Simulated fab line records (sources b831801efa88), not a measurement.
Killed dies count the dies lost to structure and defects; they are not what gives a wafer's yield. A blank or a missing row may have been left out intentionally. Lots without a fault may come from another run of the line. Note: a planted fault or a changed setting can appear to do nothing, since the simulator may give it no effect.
A sampling plan put to the test + flow sfq_line + one line in one fab, 21 faults in these records, each fault weighed on the records of the lots it struck
The line's own looks make up the plan; these are the steps of the route where a gauge or inspection reads the wafer and leaves it unchanged. Where struck wafers have a number at a look and the file lists that look's usual mean and standard deviation on fault-free wafers, the look can be judged. Caught: the struck wafers' mean, at a look after the fault's first step, is 4 or more of those standard deviations (sigma) away from the usual mean. On the tool: the same test on the tool's own readings at the fault's steps. It also counts as caught if the struck wafers ran another recipe or if their record alone is blank.

## THE FAULTS, as the simulator had put them in
1. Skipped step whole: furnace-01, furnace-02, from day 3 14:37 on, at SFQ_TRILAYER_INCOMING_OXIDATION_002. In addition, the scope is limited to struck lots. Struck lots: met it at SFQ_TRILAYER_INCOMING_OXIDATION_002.
2. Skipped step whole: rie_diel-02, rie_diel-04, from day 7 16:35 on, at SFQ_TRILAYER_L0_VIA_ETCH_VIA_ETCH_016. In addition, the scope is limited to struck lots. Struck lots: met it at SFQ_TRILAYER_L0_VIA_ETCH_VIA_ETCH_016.
3. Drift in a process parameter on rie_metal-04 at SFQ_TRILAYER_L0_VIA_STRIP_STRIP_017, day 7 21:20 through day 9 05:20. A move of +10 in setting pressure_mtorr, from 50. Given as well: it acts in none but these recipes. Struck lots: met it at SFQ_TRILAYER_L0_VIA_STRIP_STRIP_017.
4. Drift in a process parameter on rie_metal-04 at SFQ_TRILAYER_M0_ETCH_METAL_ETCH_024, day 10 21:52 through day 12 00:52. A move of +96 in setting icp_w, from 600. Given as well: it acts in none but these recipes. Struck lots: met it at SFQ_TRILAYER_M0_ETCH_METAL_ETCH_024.
5. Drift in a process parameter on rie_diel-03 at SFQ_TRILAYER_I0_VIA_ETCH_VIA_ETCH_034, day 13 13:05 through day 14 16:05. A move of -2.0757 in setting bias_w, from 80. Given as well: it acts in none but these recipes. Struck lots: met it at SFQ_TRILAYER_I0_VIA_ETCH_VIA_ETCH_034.
6. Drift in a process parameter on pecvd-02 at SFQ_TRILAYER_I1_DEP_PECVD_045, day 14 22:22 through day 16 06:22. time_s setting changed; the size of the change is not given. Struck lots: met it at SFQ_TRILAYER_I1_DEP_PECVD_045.
7. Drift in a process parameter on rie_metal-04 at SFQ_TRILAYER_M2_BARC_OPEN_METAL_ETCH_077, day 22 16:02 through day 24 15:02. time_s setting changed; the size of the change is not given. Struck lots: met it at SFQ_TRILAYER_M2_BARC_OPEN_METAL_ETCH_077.
8. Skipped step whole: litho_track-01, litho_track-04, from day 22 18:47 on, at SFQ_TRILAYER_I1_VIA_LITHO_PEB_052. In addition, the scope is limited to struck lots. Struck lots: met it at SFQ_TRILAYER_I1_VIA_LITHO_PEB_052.
9. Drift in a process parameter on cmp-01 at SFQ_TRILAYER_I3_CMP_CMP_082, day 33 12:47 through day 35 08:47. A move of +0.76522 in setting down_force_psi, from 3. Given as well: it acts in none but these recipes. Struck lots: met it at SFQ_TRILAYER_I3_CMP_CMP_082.
10. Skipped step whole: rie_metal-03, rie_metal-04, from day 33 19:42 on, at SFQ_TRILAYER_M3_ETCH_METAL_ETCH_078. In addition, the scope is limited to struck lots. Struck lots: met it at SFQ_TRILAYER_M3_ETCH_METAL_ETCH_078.
11. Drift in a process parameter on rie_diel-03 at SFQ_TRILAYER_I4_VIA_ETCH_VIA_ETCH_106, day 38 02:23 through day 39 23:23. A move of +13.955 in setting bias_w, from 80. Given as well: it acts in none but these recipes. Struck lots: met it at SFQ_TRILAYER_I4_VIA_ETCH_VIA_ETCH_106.
12. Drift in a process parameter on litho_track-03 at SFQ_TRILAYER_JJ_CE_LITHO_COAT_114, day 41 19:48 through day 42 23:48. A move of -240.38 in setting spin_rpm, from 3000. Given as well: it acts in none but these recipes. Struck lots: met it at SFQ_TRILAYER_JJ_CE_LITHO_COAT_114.
13. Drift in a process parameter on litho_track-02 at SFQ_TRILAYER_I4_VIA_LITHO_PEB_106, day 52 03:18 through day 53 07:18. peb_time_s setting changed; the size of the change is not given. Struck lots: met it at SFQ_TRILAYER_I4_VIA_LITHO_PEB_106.
14. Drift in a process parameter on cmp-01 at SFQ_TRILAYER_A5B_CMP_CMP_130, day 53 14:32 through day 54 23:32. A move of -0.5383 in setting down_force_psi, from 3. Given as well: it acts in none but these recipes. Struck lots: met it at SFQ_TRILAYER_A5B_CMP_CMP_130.
15. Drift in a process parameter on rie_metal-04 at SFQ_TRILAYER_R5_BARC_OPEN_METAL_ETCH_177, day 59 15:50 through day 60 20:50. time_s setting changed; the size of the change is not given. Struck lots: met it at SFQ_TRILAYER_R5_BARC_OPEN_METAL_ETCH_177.
16. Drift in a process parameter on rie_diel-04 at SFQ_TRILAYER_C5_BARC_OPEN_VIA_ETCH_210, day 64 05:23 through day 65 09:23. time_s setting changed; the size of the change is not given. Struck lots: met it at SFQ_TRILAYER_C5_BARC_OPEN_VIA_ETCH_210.
17. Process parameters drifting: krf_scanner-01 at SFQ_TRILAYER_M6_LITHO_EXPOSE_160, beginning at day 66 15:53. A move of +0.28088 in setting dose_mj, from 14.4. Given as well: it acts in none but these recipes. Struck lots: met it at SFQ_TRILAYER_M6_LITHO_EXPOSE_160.
18. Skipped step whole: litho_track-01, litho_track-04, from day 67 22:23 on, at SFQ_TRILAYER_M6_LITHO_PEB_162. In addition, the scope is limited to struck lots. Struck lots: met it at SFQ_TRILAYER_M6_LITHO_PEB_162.
19. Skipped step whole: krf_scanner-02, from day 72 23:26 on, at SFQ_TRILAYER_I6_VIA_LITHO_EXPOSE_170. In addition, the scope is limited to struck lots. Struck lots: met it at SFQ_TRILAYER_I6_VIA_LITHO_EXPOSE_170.
20. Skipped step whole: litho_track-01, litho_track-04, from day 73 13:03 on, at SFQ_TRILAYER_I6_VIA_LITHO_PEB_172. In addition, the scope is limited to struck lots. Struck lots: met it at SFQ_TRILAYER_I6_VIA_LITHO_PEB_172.
21. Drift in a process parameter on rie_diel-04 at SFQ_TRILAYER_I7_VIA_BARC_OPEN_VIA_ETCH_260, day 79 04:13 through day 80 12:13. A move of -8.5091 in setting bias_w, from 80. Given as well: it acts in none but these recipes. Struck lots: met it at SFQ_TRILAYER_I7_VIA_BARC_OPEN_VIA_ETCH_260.

## WHAT THE PLAN SAW
| fault | on the tool itself                               | first look that catches it                      | reading, sigma | median hours from its first step to that look | hours from the fault's start to the first struck lot there | judged looks passed uncaught |
|-------|--------------------------------------------------|-------------------------------------------------|----------------|-----------------------------------------------|------------------------------------------------------------|------------------------------|
| 1     | the tool's record is blank for the struck wafers | no look after it can be judged                  | -              | -                                             | -                                                          | 0                            |
| 2     | the tool's record is blank for the struck wafers | not the one look that can be judged after it    | -              | -                                             | -                                                          | 1                            |
| 3     | chamber_pressure_mTorr +99 or beyond sigma       | no look after it can be judged                  | -              | -                                             | -                                                          | 0                            |
| 4     | rf_fwd_power_W +53 sigma                         | no look after it can be judged                  | -              | -                                             | -                                                          | 0                            |
| 5     | bias_w -8.7 sigma                                | no look after it can be judged                  | -              | -                                             | -                                                          | 0                            |
| 6     | run_length_s -6.2 sigma                          | not the one look that can be judged after it    | -              | -                                             | -                                                          | 1                            |
| 7     | oes_product_au +5.6 sigma                        | no look after it can be judged                  | -              | -                                             | -                                                          | 0                            |
| 8     | the tool's record is blank for the struck wafers | no look after it can be judged                  | -              | -                                             | -                                                          | 0                            |
| 9     | head_pressure_psi +99 or beyond sigma            | no look after it can be judged                  | -              | -                                             | -                                                          | 0                            |
| 10    | the tool's record is blank for the struck wafers | no look after it can be judged                  | -              | -                                             | -                                                          | 0                            |
| 11    | bias_w +60 sigma                                 | no look after it can be judged                  | -              | -                                             | -                                                          | 0                            |
| 12    | spin_speed_rpm -99 or beyond sigma               | none of the 2 looks that can be judged after it | -              | -                                             | -                                                          | 2                            |
| 13    | heater_power_total_W +27 sigma                   | no look after it can be judged                  | -              | -                                             | -                                                          | 0                            |
| 14    | head_pressure_psi -89 sigma                      | no look after it can be judged                  | -              | -                                             | -                                                          | 0                            |
| 15    | run_length_s +5.1 sigma                          | no look after it can be judged                  | -              | -                                             | -                                                          | 0                            |
| 16    | run_length_s +22 sigma                           | no look after it can be judged                  | -              | -                                             | -                                                          | 0                            |
| 17    | exposure_dose_mJ_cm2 +21 sigma                   | no look after it can be judged                  | -              | -                                             | -                                                          | 0                            |
| 18    | the tool's record is blank for the struck wafers | no look after it can be judged                  | -              | -                                             | -                                                          | 0                            |
| 19    | no reading that can be judged                    | no look after it can be judged                  | -              | -                                             | -                                                          | 0                            |
| 20    | the tool's record is blank for the struck wafers | no look after it can be judged                  | -              | -                                             | -                                                          | 0                            |
| 21    | bias_w -40 sigma                                 | no look after it can be judged                  | -              | -                                             | -                                                          | 0                            |
A dash: the fault is not caught, or the number is missing from these records.

Caught at a look: 0 of 21. Caught on the tool: 20 of 21. By one or the other: 20 of 21.
Caught on the tool alone: faults 1, 2, 3, 4, 5, 6, 7, 8, 9, 10, 11, 12, 13, 14, 15, 16, 17, 18, 20, 21.
Caught by neither: fault 19.
